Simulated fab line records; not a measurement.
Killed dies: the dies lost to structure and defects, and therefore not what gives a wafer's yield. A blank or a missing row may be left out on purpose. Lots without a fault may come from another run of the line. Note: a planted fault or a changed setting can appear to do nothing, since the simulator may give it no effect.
fab line records	flow sky130
[record] lots = 7	wafers = 18	lastDay = 51
route steps=708 shown FIELD_ISO@6 PAD_OPEN@708
lots with no fault: from the same line, run without faults
startH: hours from the record's opening day to when the first of the lot's shown wafers began	waitH: hours from the lot's prior step to this one	" as in the row above	L1.1+2: a single row standing in for several wafers	- value missing, or start not given	* or withheld: withheld	< > ~ a bound
route shown NAME@n: names a module that has steps shown in the file, with the first one's number in the route	usual: average and standard deviation across the fault-free wafers	same: alike in all rows	chamber/n: place in a boat	sites: each site's reading	_std_site: their standard deviation	_edge_site: inner sites' mean taken away from outer sites' mean	radiusMm: for every site, how far away it sits from the centre of the wafer	mask NAME#n: copy n	behind: the most recent tool/chamber to have shaped the wafer	hold: why the lot was held/for how many hours/how that ended	device: the transistor (n, p or np) that didn't switch	end of line: the same wafers' tests at the end of the route	step lacking rows: just its recipe	killed: dies lost to structure and defects at the first sort, not the wafer's yield	map: per-die view of a wafer (x killed, . not killed, _ where there is no die)
set.NAME: the setting that was run; set.NAME@STEP: the one run at that earlier step	model.NAME: the simulator's own value behind a step, which no gauge read
a table for each step, a row for each wafer; lots at some steps of the route
services: a tool's chamber out of use, with start hour (startH, from the record's first day; less than 0 if before it), hours out, and reason
[[steps]]
[step SKY_FIELD_ISO_DEHYDRATE_05]
[recipe] tempC = 200	timeS = 60
[step SKY_FIELD_ISO_HMDS_06]
[recipe] primeTimeS = 60	primeTempC = 120
[step SKY_FIELD_ISO_COAT_07]
[recipe] resist = BARC	tempC = withheld	timeS = withheld	spinRpm = 3000	resistThkNm = 60
[step SKY_FIELD_ISO_COAT_08]
[recipe] resist = KrF-thick	spinRpm = 3000	resistThkNm = 450
[step SKY_FIELD_ISO_SOFTBAKE_09]
[recipe] tempC = 100	timeS = 90	resist = KrF-thick
[step SKY_FIELD_ISO_EXPOSE_10]
[recipe] maskId = FOM	na = 0.68	sourceShape = annular	sigmaInner = 0.4	sigmaOuter = 0.8	targetCdNm = 150	doseMj = 28
[step SKY_FIELD_ISO_PEB_11]
[recipe] pebTempC = withheld	pebTimeS = withheld	resist = KrF-thick
[step SKY_FIELD_ISO_DEVELOP_12]
[recipe] developTimeS = 60	resist = KrF-thick	devTempC = 21
[step SKY_FIELD_ISO_CD_MEAS_13]
[recipe] targetCdNm = 150
[usual] cdNm = 149.6/1.5
lot.wafer	tool	chamber	startH	waitH	cdNm
L382.2	cdSem-02	-	42.92	-	150.4
L382.4	"	-	"	"	149.2
L382.6	"	-	"	"	150.3
L387.1	cdSem-02	-	65.92	-	147.5
L387.4	"	-	"	"	149.1
L389.1	cdSem-02	-	75.22	-	152.0
L389.4	"	-	"	"	152.2
L390.1	cdSem-02	-	81.79	-	148.8
L390.4	"	-	"	"	150.9
L398.1	cdSem-01	-	125.07	-	151.6
L398.2	"	-	"	"	151.9
L398.6	"	-	"	"	151.6
L401.2	cdSem-01	-	138.20	-	149.5
L401.3	"	-	"	"	149.3
L401.4	"	-	"	"	149.0
L403.1	cdSem-02	-	147.89	-	151.1
L403.2	"	-	"	"	151.9
L403.5	"	-	"	"	150.9
[step SKY_FIELD_ISO_ETCH_14]
[recipe] chemistry = N2/H2	target = BARC	ionEnergyEv = 200	sourceW = 500	biasW = 100	pressureMtorr = 30	n2FlowSccm = 100	h2FlowSccm = 200	stopOn = SiO2	timeS = 45.9	targetDepthA = 600
[usual] biasW = 99.99/0.29	drypumpMotorCurrentA = 5.6/0.47	oesProductAu = 0.854/0.0047	throttleValvePct = 13.225/0.0094
lot.wafer	tool	chamber	startH	waitH	biasW	drypumpMotorCurrentA	oesProductAu	rfHoursCounterH	throttleValvePct
L382.2	rieDiel-04	3	43.02	0.1	100.26	5.9	0.853	3	13.224
L382.4	"	0	"	"	99.85	6.2	0.851	140	13.206
L382.6	"	2	"	"	100.07	5.3	0.857	-	13.214
L387.1	rieDiel-04	1	66.04	0.1	99.75	4.8	0.860	8	13.227
L387.4	"	2	"	"	100.33	5.4	0.855	125	13.235
L389.1	rieDiel-01	0	75.34	0.1	99.92	5.8	0.854	23	13.243
L389.4	"	2	"	"	100.05	5.9	0.858	141	13.224
L390.1	rieDiel-02	1	81.91	0.1	100.20	5.1	0.850	83	13.206
L390.4	"	2	"	"	100.24	5.9	0.852	166	13.233
L398.1	rieDiel-04	1	125.19	0.1	99.75	4.8	0.865	9	13.229
L398.2	"	0	"	"	99.86	6.3	0.858	141	13.221
L398.6	"	3	"	"	100.01	5.9	0.855	-	13.215
L401.2	rieDiel-01	1	138.30	0.1	99.57	6.3	0.852	145	13.231
L401.3	"	2	"	"	99.65	5.9	0.853	143	13.223
L401.4	"	0	"	"	100.53	5.8	0.857	25	13.241
L403.1	rieDiel-04	1	148.01	0.1	99.63	4.8	0.851	9	13.231
L403.2	"	0	"	"	99.52	6.2	0.849	142	13.221
L403.5	"	3	"	"	100.33	5.9	0.858	-	13.231
[step SKY_FIELD_ISO_ETCH_15]
[recipe] chemistry = CHF3/O2	targetDepthNm = 180	stopOn = Si	sourceW = 600	biasW = 200	pressureMtorr = 40	chf3FlowSccm = 50	O2_flow_sccm = 5	timeS = 72
[usual] biasW = 200.0/0.62	drypumpMotorCurrentA = 5.5/0.47	oesProductAu = 0.947/0.007	throttleValvePct = 8.845/0.0093
lot.wafer	tool	chamber	startH	waitH	biasW	drypumpMotorCurrentA	oesProductAu	rfHoursCounterH	throttleValvePct
L382.2	rieDiel-04	3	43.06	0.0	199.7	5.9	0.956	3	8.833
L382.4	"	0	"	"	200.3	6.2	0.948	140	8.854
L382.6	"	2	"	"	200.7	5.4	0.965	-	8.836
L387.1	rieDiel-04	1	66.08	0.0	199.9	4.8	0.951	8	8.863
L387.4	"	2	"	"	199.2	5.4	0.958	125	8.844
L389.1	rieDiel-01	0	75.38	0.0	200.6	5.8	0.943	23	8.844
L389.4	"	2	"	"	200.5	5.9	0.949	141	8.837
L390.1	rieDiel-02	1	81.96	0.0	200.2	5.0	0.957	83	8.836
L390.4	"	2	"	"	201.4	5.9	0.955	166	8.851
L398.1	rieDiel-04	1	125.23	0.0	200.6	4.8	0.945	9	8.844
L398.2	"	0	"	"	200.2	6.2	0.946	141	8.856
L398.6	"	3	"	"	199.8	5.9	0.941	-	8.837
L401.2	rieDiel-01	1	138.34	0.0	199.4	6.2	0.948	145	8.845
L401.3	"	2	"	"	200.9	5.9	0.944	143	8.839
L401.4	"	0	"	"	200.1	5.8	0.940	25	8.834
L403.1	rieDiel-04	1	148.06	0.0	200.6	4.8	0.950	9	8.819
L403.2	"	0	"	"	200.6	6.2	0.947	142	8.843
L403.5	"	3	"	"	200.1	5.9	0.950	-	8.831
[step SKY_FIELD_ISO_STRIP_16]
[recipe] chemistry = O2/N2	powerW = 1400	pressureMtorr = 1500	platenTempC = withheld	o2FlowSccm = 3000	n2FlowSccm = 300	overashFraction = 0.5
[usual] drypumpMotorCurrentA = 5.9/0.45	oesProductAu = 0.378/0.0047	stripTimeToEndpointS = 3.54/0.033
lot.wafer	tool	chamber	startH	waitH	drypumpMotorCurrentA	oesProductAu	rfHoursCounterH	stripTimeToEndpointS
L382.2	plasmaAsher-04	1	43.11	0.0	6.1	0.375	33	3.51
L382.4	"	0	"	"	6.4	0.371	-	3.50
L382.6	"	0	"	"	6.4	0.372	-	3.53
L387.1	plasmaAsher-02	0	66.14	0.0	5.4	0.383	27	3.55
L387.4	"	1	"	"	5.1	0.376	-	3.55
L389.1	plasmaAsher-02	1	75.44	0.0	5.2	0.382	28	3.57
L389.4	"	0	"	"	5.5	0.374	-	3.54
L390.1	plasmaAsher-04	1	82.01	0.0	6.1	0.379	37	3.56
L390.4	"	1	"	"	6.1	0.378	-	3.49
L398.1	plasmaAsher-04	1	125.29	0.0	6.1	0.383	41	3.53
L398.2	"	0	"	"	6.4	0.379	41	3.56
L398.6	"	1	"	"	6.1	0.377	-	3.54
L401.2	plasmaAsher-03	1	138.40	0.0	6.2	0.381	39	3.54
L401.3	"	0	"	"	5.4	0.386	-	3.55
L401.4	"	1	"	"	6.1	0.375	-	3.53
L403.1	plasmaAsher-04	1	148.11	0.0	6.1	0.374	43	3.48
L403.2	"	0	"	"	6.4	0.378	43	3.50
L403.5	"	0	"	"	6.4	0.372	-	3.54
[step SKY_FIELD_ISO_ETCH_17]
[recipe] targetDepthA = 3420	maskMaterial = Si3N4	chemistry = HBr/Cl2/O2	target = Si	taperDeg = 5	icpW = 600	biasW = 150	pressureMtorr = 15	HBr_flow_sccm = 150	Cl2_flow_sccm = 40	O2_flow_sccm = 6	timeS = 97.7
[usual] biasW = 150.0/0.45	drypumpMotorCurrentA = 5.8/0.47	heBacksideLeakSccm = 2.8/0.44	oesProductAu = 0.998/0.01	throttleValvePct = 25.657/0.01
lot.wafer	tool	chamber	startH	waitH	biasW	drypumpMotorCurrentA	heBacksideLeakSccm	oesProductAu	rfHoursCounterH	throttleValvePct	model.FIELD_ISO.featureDepthNm	model.etch.depthNm	model.Si3N4_of_FIELD_ISO_CVD_03.thkNm
L382.2	rieSi-01	3	43.21	0.1	149.8	5.1	2.3	0.992	1	25.660	337.6	337.6	152.7
L382.4	"	0	"	"	150.5	5.9	2.9	0.999	82	25.668	339.8	339.8	153.7
L382.6	"	0	"	"	150.2	5.9	2.8	1.002	-	25.657	340.3	340.3	153.5
L387.1	rieSi-01	1	66.24	0.1	150.5	6.5	3.0	1.001	130	25.657	341.5	341.5	151.4
L387.4	"	0	"	"	150.3	5.9	3.1	0.880	82	25.739	279.3	279.3	153.3
L389.1	rieSi-01	3	75.54	0.1	149.1	5.1	2.3	1.001	1	25.659	340.3	340.3	149.6
L389.4	"	0	"	"	150.1	5.9	3.1	0.880	82	25.746	280.5	280.5	153.3
L390.1	rieSi-01	1	82.11	0.1	149.6	6.4	3.0	1.014	130	25.647	347.7	347.7	152.5
L390.4	"	0	"	"	150.1	5.9	3.0	0.880	-	25.730	279.3	279.3	153.7
L398.1	rieSi-02	3	125.39	0.1	150.2	5.1	2.4	0.992	129	25.654	336.7	336.7	149
L398.2	"	0	"	"	149.5	5.6	2.8	0.988	1	25.666	339.1	339.1	149.6
L398.6	"	1	"	"	149.3	6.2	3.2	1.006	-	25.659	343.7	343.7	148.4
L401.2	rieSi-01	1	138.50	0.1	150.2	6.5	3.1	1.002	130	25.649	347.7	347.7	149.1
L401.3	"	3	"	"	150.8	5.2	2.4	0.999	1	25.663	342.6	342.6	149.4
L401.4	"	0	"	"	149.1	5.9	2.8	0.979	83	25.666	333.7	333.7	151
L403.1	rieSi-02	0	148.21	0.1	149.5	5.7	2.8	1.011	1	25.670	344	344	150.6
L403.2	"	3	"	"	149.7	5.1	2.5	0.987	130	25.671	333.9	333.9	150.8
L403.5	"	3	"	"	150.6	5.1	2.6	0.980	-	25.651	333.7	333.7	151.3
[step SKY_FIELD_ISO_WET_ETCH_18]
[recipe] chemistry = H3PO4	targetDepthNm = 25	tempC = 160	target = Si3N4	timeS = 286
[step SKY_FIELD_ISO_CLEAN_19]
[recipe] chemistry = SC1/SC2	mix = 1:4:20	tempC = 70	timeS = 150
[step SKY_FIELD_ISO_CLEAN_20]
[recipe] chemistry = dHF	timeS = 20	dilution = 100:1
[step SKY_FIELD_ISO_WET_ETCH_21]
[recipe] chemistry = dHF	dilution = 100:1	targetDepthNm = 20	dry = ipaMarangoni	target = SiO2	tempC = 25	timeS = 400
[step SKY_FIELD_ISO_OXIDATION_22]
[recipe] tempC = 950	ambient = O2	stabiliseS = 600	purgeS = 300	targetThkA = 100	oxTimeS = 623
[step SKY_FIELD_ISO_THK_MEAS_23]
[recipe] reads = SiO2_of_FIELD_ISO_OXIDATION_22
[usual] FIELD_ISO_OXIDATION_01_THK = 9.97/0.15
lot.wafer	tool	chamber	startH	waitH	FIELD_ISO_OXIDATION_01_THK[nm]
L382.2	filmMetro-03	-	45.80	0.0	9.92
L382.4	"	-	"	"	9.92
L382.6	"	-	"	"	9.76
L387.1	filmMetro-01	-	68.71	0.0	9.84
L387.4	"	-	"	"	9.89
L389.1	filmMetro-03	-	78.11	0.0	9.71
L389.4	"	-	"	"	9.80
L390.1	filmMetro-01	-	84.94	0.0	9.90
L390.4	"	-	"	"	9.84
L398.1	filmMetro-01	-	127.93	0.0	9.81
L398.2	"	-	"	"	9.74
L398.6	"	-	"	"	9.63
L401.2	filmMetro-01	-	141.37	0.0	9.97
L401.3	"	-	"	"	9.92
L401.4	"	-	"	"	9.94
L403.1	filmMetro-04	-	150.18	0.0	10.08
L403.2	"	-	"	"	9.98
L403.5	"	-	"	"	10.04
[step SKY_FIELD_ISO_CVD_24]
[recipe] material = SiO2	targetThkNm = 595	tempC = 650	sigmaOpenFrac = 0.3	timeS = 99.2	sih4FlowSccm = 60	pressureMtorr = 6
[step SKY_FIELD_ISO_THK_MEAS_25]
[recipe] reads = SiO2_of_FIELD_ISO_CVD_24
[usual] FIELD_ISO_CVD_24_THK = 596/8
lot.wafer	tool	chamber	startH	waitH	FIELD_ISO_CVD_24_THK[nm]
L382.2	filmMetro-01	-	45.93	0.0	600
L382.4	"	-	"	"	596
L382.6	"	-	"	"	593
L387.1	filmMetro-01	-	68.84	0.0	614
L387.4	"	-	"	"	607
L389.1	filmMetro-01	-	78.25	0.0	599
L389.4	"	-	"	"	596
L390.1	filmMetro-03	-	85.07	0.0	596
L390.4	"	-	"	"	598
L398.1	filmMetro-04	-	128.06	0.0	597
L398.2	"	-	"	"	597
L398.6	"	-	"	"	596
L401.2	filmMetro-01	-	141.57	0.0	592
L401.3	"	-	"	"	587
L401.4	"	-	"	"	588
L403.1	filmMetro-03	-	150.31	0.0	597
L403.2	"	-	"	"	588
L403.5	"	-	"	"	586
[step SKY_FIELD_ISO_ANNEAL_26]
[recipe] tempC = 1000	timeS = 1800	ambient = N2
[step SKY_FIELD_ISO_CMP_27]
[recipe] stopOn = Si3N4	tOverpolishS = 16	downForcePsi = 4	platenRpm = 60	targetThkNm = 457.8	padVelocityMS = 0.94248
[usual] motorCurrentA = 11.8/0.89	overpolishRunS = 16.000/0.0089	timeToEndpointS = 112/4.1
lot.wafer	tool	chamber	startH	waitH	motorCurrentA	overpolishRunS	timeToEndpointS
L382.2	cmp-02	1	48.85	0.1	11.8	16.009	117
L382.4	"	3	"	"	11.1	15.998	109
L382.6	"	1	"	"	11.9	15.996	113
L387.1	cmp-02	0	70.47	0.1	12.7	16.014	114
L387.4	"	1	"	"	11.3	16.006	121
L389.1	cmp-02	2	81.01	0.0	10.9	16.012	115
L389.4	"	1	"	"	11.9	15.994	114
L390.4	cmp-02	3	87.84	0.0	10.8	16.013	108
L390.1	"	0	"	"	13.0	16.015	112
L398.1	cmp-02	3	131.80	0.1	11.4	15.986	109
L398.2	"	1	"	"	11.7	15.994	113
L398.6	"	2	"	"	11.0	16.009	110
L401.2	cmp-02	3	144.67	0.1	10.5	15.994	107
L401.3	"	0	"	"	13.3	15.981	106
L401.4	"	1	"	"	11.5	15.984	111
L403.1	cmp-02	0	152.90	0.1	13.0	15.991	111
L403.2	"	1	"	"	11.6	15.995	113
L403.5	"	0	"	"	12.9	15.989	109
[step SKY_FIELD_ISO_WET_ETCH_28]
[recipe] chemistry = dHF	targetDepthNm = 23.7	target = SiO2	dilution = 10:1	tempC = 25	timeS = 47
lot.wafer	tool	chamber	startH	waitH	model.Si3N4_of_FIELD_ISO_CVD_03.thkNm
L382.2	wetBench-03	1	49.10	0.2	122.6
L382.4	"	1	"	"	123.7
L382.6	"	1	"	"	123.3
L387.1	wetBench-03	1	70.72	0.2	120.3
L387.4	"	1	"	"	122.3
L389.1	wetBench-02	2	81.31	0.2	118.4
L389.4	"	2	"	"	122.2
L390.1	wetBench-02	3	88.14	0.2	122.2
L390.4	"	3	"	"	123.1
L398.1	wetBench-03	0	132.05	0.2	117.5
L398.2	"	0	"	"	118.2
L398.6	"	0	"	"	116.9
L401.2	wetBench-02	1	144.92	0.2	117.7
L401.3	"	1	"	"	118.1
L401.4	"	1	"	"	119.6
L403.1	wetBench-01	1	153.15	0.2	119.6
L403.2	"	1	"	"	119.8
L403.5	"	1	"	"	120.3
[step SKY_FIELD_ISO_WET_ETCH_29]
[recipe] chemistry = H3PO4	targetDepthNm = 160	target = Si3N4	tempC = 160	timeS = 1825
[step SKY_PAD_OPEN_PROBE_99]
[usual] killed_at_M0_to_M3 = 44/7.2	killed_at_M4_up = 2.9/1.8	killedAtContacts = 24/5.2	killedAtFrontEnd = 15/4	killedAtOther = 0.2/0.49	killedDies = 85/9.1	killedOpen = 47/6.8	killedShort = 38/5.7
[same] grossDies = 492	killedAtBackSide = 0
lot.wafer	tool	chamber	startH	waitH	killed_at_M0_to_M3	killed_at_M4_up	killedAtContacts	killedAtFrontEnd	killedAtOther	killedDies	killedOpen	killedShort	model.etest.res_p_drift_20v.lineOhmUm	model.etest.res_p_drift_20v.rsOhmSq	model.etest.pfet_16v.rOnOhmUm	model.etest.resIsoPwell.rsOhmSq	model.etest.resIsoPwell.lineOhmUm	model.etest.resNwell.lineOhmUm	model.etest.resNwell.rsOhmSq	model.etest.capPolyToWell.cAfUm2
L382.2	prober-02	-	1123.85	0.1	46	4	24	9	0	83	49	34	1.133e+04	9569	1.545e+04	3064	1144	1194	1006	89.63
L382.4	prober-02	-	1123.95	0.2	45	2	31	15	0	93	49	44	1.16e+04	9790	1.553e+04	3097	1182	1212	1014	91.39
L382.6	prober-02	-	1124.05	0.2	39	2	21	19	0	81	40	41	1.167e+04	9778	1.546e+04	3117	1179	1208	1020	89.85
L387.1	prober-02	-	1136.42	0.1	40	1	26	15	0	82	47	35	1.126e+04	9408	1.519e+04	3213	1218	1140	956.8	93.05
L387.4	prober-02	-	1136.57	0.2	58	2	25	13	1	99	54	45	8814	7386	1.336e+04	2254	842.3	981.7	799.4	106.5
L389.1	prober-01	-	1154.05	0.1	52	1	28	14	0	95	52	43	1.054e+04	8861	1.511e+04	3319	1263	1156	972.9	93.91
L389.4	prober-01	-	1154.20	0.2	49	0	20	16	0	85	49	36	8585	7222	1.332e+04	2326	880.3	992.8	823	103.5
L390.1	prober-02	-	1156.84	0.1	42	0	16	12	0	70	42	28	1.262e+04	1.042e+04	1.534e+04	3242	1228	1127	946.2	90.94
L390.4	prober-02	-	1156.99	0.2	33	5	26	16	0	80	42	38	8922	7566	1.344e+04	2221	830.5	960.8	792.3	106.1
L398.1	prober-02	-	1198.71	0.1	40	2	26	25	0	93	50	43	1.026e+04	8440	1.525e+04	2646	982.8	1151	964.6	91.81
L398.2	prober-02	-	1198.76	0.1	50	5	31	18	0	104	59	45	1.024e+04	8624	1.518e+04	2695	1014	1157	972.4	92.53
L398.6	prober-02	-	1198.96	0.2	36	1	29	19	0	85	54	31	1.041e+04	8678	1.538e+04	2726	1033	1185	978.2	91.61
L401.2	prober-01	-	1207.01	0.1	41	1	25	10	0	77	45	32	1.106e+04	9142	1.557e+04	3487	1331	1046	910.8	89.4
L401.3	prober-01	-	1207.06	0.2	31	4	18	20	0	73	37	36	1.074e+04	8943	1.54e+04	3369	1287	1043	899.5	90.57
L401.4	prober-01	-	1207.11	0.2	59	4	30	12	1	106	60	46	1.045e+04	8679	1.513e+04	3136	1204	1046	889.9	94.17
L403.1	prober-01	-	1213.78	0.1	47	6	22	10	1	86	46	40	1.27e+04	1.049e+04	1.553e+04	3253	1225	1146	952.6	89.78
L403.2	prober-01	-	1213.83	0.1	50	4	30	13	0	97	48	49	1.171e+04	9848	1.503e+04	3029	1136	1108	936.1	94.06
L403.5	prober-01	-	1213.98	0.2	52	7	24	12	0	95	59	36	1.162e+04	9667	1.493e+04	2979	1122	1098	919.5	92.5
// killed by level:class
L382.2 VIA1:geometricParticle:open=12 LI_CONTACT:geometricParticle:open=8 VIA2:geometricParticle:open=8 CONTACT:geometricParticle:open=7 METAL1:geometricParticle:short=6 VIA3:geometricParticle:open=5 LOCAL_INTERCONNECT:geometricParticle:short=4 VIA1:geometricParticle:short=4
L382.4 CONTACT:geometricParticle:open=15 VIA1:geometricParticle:open=7 VIA2:geometricParticle:open=7 CONTACT:geometricParticle:short=6 METAL1:geometricParticle:short=6 VIA3:geometricParticle:open=6 LOCAL_INTERCONNECT:geometricParticle:short=5 VIA1:geometricParticle:short=5
L382.6 CONTACT:geometricParticle:open=8 VIA1:geometricParticle:open=8 FIELD_ISO:geometricParticle:short=7 VIA1:geometricParticle:short=6 VIA3:geometricParticle:open=6 POLY_GATE:geometricParticle:short=5 METAL1:geometricParticle:short=5 LI_CONTACT:geometricParticle:open=4
L387.1 CONTACT:geometricParticle:open=13 VIA1:geometricParticle:open=10 VIA2:geometricParticle:open=7 FIELD_ISO:geometricParticle:short=6 LI_CONTACT:geometricParticle:open=5 METAL1:geometricParticle:short=5 VIA1:geometricParticle:short=5 LOCAL_INTERCONNECT:geometricParticle:short=4
L387.4 VIA2:geometricParticle:open=10 VIA1:geometricParticle:open=10 CONTACT:geometricParticle:open=10 VIA3:geometricParticle:open=10 CONTACT:geometricParticle:short=6 METAL1:geometricParticle:short=6 METAL2:geometricParticle:short=6 VIA2:geometricParticle:short=6
L389.1 VIA1:geometricParticle:open=14 CONTACT:geometricParticle:open=10 VIA1:geometricParticle:short=10 LI_CONTACT:geometricParticle:open=8 VIA3:geometricParticle:open=7 METAL1:geometricParticle:short=6 CONTACT:geometricParticle:short=6 VIA2:geometricParticle:open=5
L389.4 VIA1:geometricParticle:open=17 METAL1:geometricParticle:short=9 FIELD_ISO:geometricParticle:open=7 LI_CONTACT:geometricParticle:open=6 VIA3:geometricParticle:open=6 LI_CONTACT:geometricParticle:short=4 CONTACT:geometricParticle:open=4 CONTACT:geometricParticle:short=4
L390.1 VIA1:geometricParticle:open=15 CONTACT:geometricParticle:open=9 METAL1:geometricParticle:short=6 VIA1:geometricParticle:short=6 POLY_GATE:geometricParticle:short=5 METAL2:geometricParticle:short=5 VIA3:geometricParticle:open=5 FIELD_ISO:geometricParticle:open=3
L390.4 LI_CONTACT:geometricParticle:open=11 VIA3:geometricParticle:open=7 VIA1:geometricParticle:open=6 CONTACT:geometricParticle:open=5 METAL1:geometricParticle:short=5 METAL4:geometricParticle:short=4 LI_CONTACT:geometricParticle:short=4 VIA1:geometricParticle:short=4
L398.1 CONTACT:geometricParticle:open=12 VIA1:geometricParticle:open=9 VIA3:geometricParticle:open=9 FIELD_ISO:geometricParticle:open=6 FIELD_ISO:geometricParticle:short=5 POLY_GATE:geometricParticle:short=5 CONTACT:geometricParticle:short=5 POLY_CUT:geometricParticle:short=5
L398.2 VIA1:geometricParticle:open=13 LI_CONTACT:geometricParticle:open=10 CONTACT:geometricParticle:open=9 CONTACT:geometricParticle:short=7 METAL1:geometricParticle:short=7 VIA2:geometricParticle:open=6 METAL2:geometricParticle:open=5 VIA3:geometricParticle:short=5
L398.6 CONTACT:geometricParticle:open=13 VIA1:geometricParticle:open=13 VIA3:geometricParticle:open=7 LI_CONTACT:geometricParticle:open=6 CONTACT:geometricParticle:short=5 POLY_GATE:geometricParticle:open=4 VIA2:geometricParticle:open=4 FIELD_ISO:geometricParticle:short=3
L401.2 CONTACT:geometricParticle:open=11 VIA1:geometricParticle:open=11 VIA1:geometricParticle:short=10 LI_CONTACT:geometricParticle:open=6 LOCAL_INTERCONNECT:geometricParticle:short=6 VIA2:geometricParticle:open=6 VIA3:geometricParticle:open=5 METAL2:geometricParticle:short=4
L401.3 CONTACT:geometricParticle:open=8 POLY_GATE:geometricParticle:open=6 VIA3:geometricParticle:short=6 VIA1:geometricParticle:open=5 VIA3:geometricParticle:open=5 FIELD_ISO:geometricParticle:open=4 FIELD_ISO:geometricParticle:short=4 LI_CONTACT:geometricParticle:open=4
L401.4 CONTACT:geometricParticle:open=11 VIA3:geometricParticle:open=11 LI_CONTACT:geometricParticle:open=9 VIA2:geometricParticle:open=9 VIA1:geometricParticle:open=7 VIA2:geometricParticle:short=7 METAL1:geometricParticle:short=6 VIA1:geometricParticle:short=5
L403.1 CONTACT:geometricParticle:open=9 VIA1:geometricParticle:open=9 VIA3:geometricParticle:open=9 METAL2:geometricParticle:short=7 CONTACT:geometricParticle:short=6 VIA1:geometricParticle:short=4 POLY_GATE:geometricParticle:short=4 METAL1:geometricParticle:short=4
L403.2 CONTACT:geometricParticle:open=14 VIA2:geometricParticle:open=8 METAL2:geometricParticle:short=8 CONTACT:geometricParticle:short=7 METAL1:geometricParticle:short=6 VIA1:geometricParticle:open=6 FIELD_ISO:geometricParticle:open=5 VIA1:geometricParticle:short=5
L403.5 CONTACT:geometricParticle:open=12 VIA1:geometricParticle:open=9 VIA3:geometricParticle:open=8 METAL1:geometricParticle:short=7 VIA2:geometricParticle:open=6 METAL2:geometricParticle:short=6 LI_CONTACT:geometricParticle:open=5 METAL4:geometricParticle:short=4
[[services]]
tool	chamber	startH	hours	kind
rieDiel-04	0	28.10	3.0	repair
rieSi-02	0	29.24	-	clean
rieSi-02	0	29.24	16.2	scheduledDown
rieSi-02	0	29.24	16.2	ventCycle
rieDiel-02	0	37.70	-	clean
rieDiel-02	0	37.70	13.3	scheduledDown
rieDiel-02	0	37.70	13.3	ventCycle
rieDiel-02	2	37.78	9.9	repair
rieSi-01	0	57.80	2.5	repair
wetBench-01	-	59.94	1.9	pm
cmp-02	-	60.40	6.0	repair
rieSi-02	2	61.08	8.4	repair
plasmaAsher-03	-	69.10	0.9	repair
rieSi-01	2	78.30	-	clean
rieSi-01	2	78.30	22.3	scheduledDown
rieSi-01	2	78.30	22.3	ventCycle
cmp-02	-	90.60	5.7	repair
rieDiel-04	-	99.12	0.3	repair
rieDiel-01	2	126.75	3.2	repair
rieDiel-02	1	132.00	6.2	repair
wetBench-02	-	134.02	1.7	repair
rieSi-01	-	134.58	2.1	repair
rieDiel-02	3	135.15	10.4	repair
rieDiel-04	2	141.92	9.0	repair
[[key]]
[firstSign] step = SKY_FIELD_ISO_ETCH_17	reading = oesProductAu	direction = down	sigmas = 12	usual = 0.998	struck = 0.880
[effect] step = SKY_FIELD_ISO_ETCH_17	reading = throttleValvePct	direction = up	sigmas = 8.1	usual = 25.657	struck = 25.738
[modelEffect] step = SKY_FIELD_ISO_ETCH_17	value = FIELD_ISO.featureDepthNm	without = 336.7	struck = 279.7
[modelEffect] step = SKY_FIELD_ISO_WET_ETCH_28	value = Si3N4_of_FIELD_ISO_CVD_03.thkNm	without = 120	struck = 122.5
[modelEffect] step = SKY_PAD_OPEN_PROBE_99	value = etest.res_p_drift_20v.lineOhmUm	without = 1.107e+04	struck = 8774
metAt SKY_FIELD_ISO_ETCH_17
struckWafers L387.4,L389.4,L390.4
testerLeftOut L387,L389,L390
onsetBetween 43.21 66.24
[fault] kind = processParameterDrift	tool = rieSi-01	chamber = -	onsetH = 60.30	steps = SKY_FIELD_ISO_ETCH_17	channel = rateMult	offset = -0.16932	shape = step	endH = 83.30	scope = struckWafersOnly
// testerLeftOut: of these lots the tester's yield and bins aren't shown, on N5 and GAA mostly nor the transistor test; their killed dies are dies lost to structure and defects alone, not to doping, threshold or leakage, so they don't give the yield
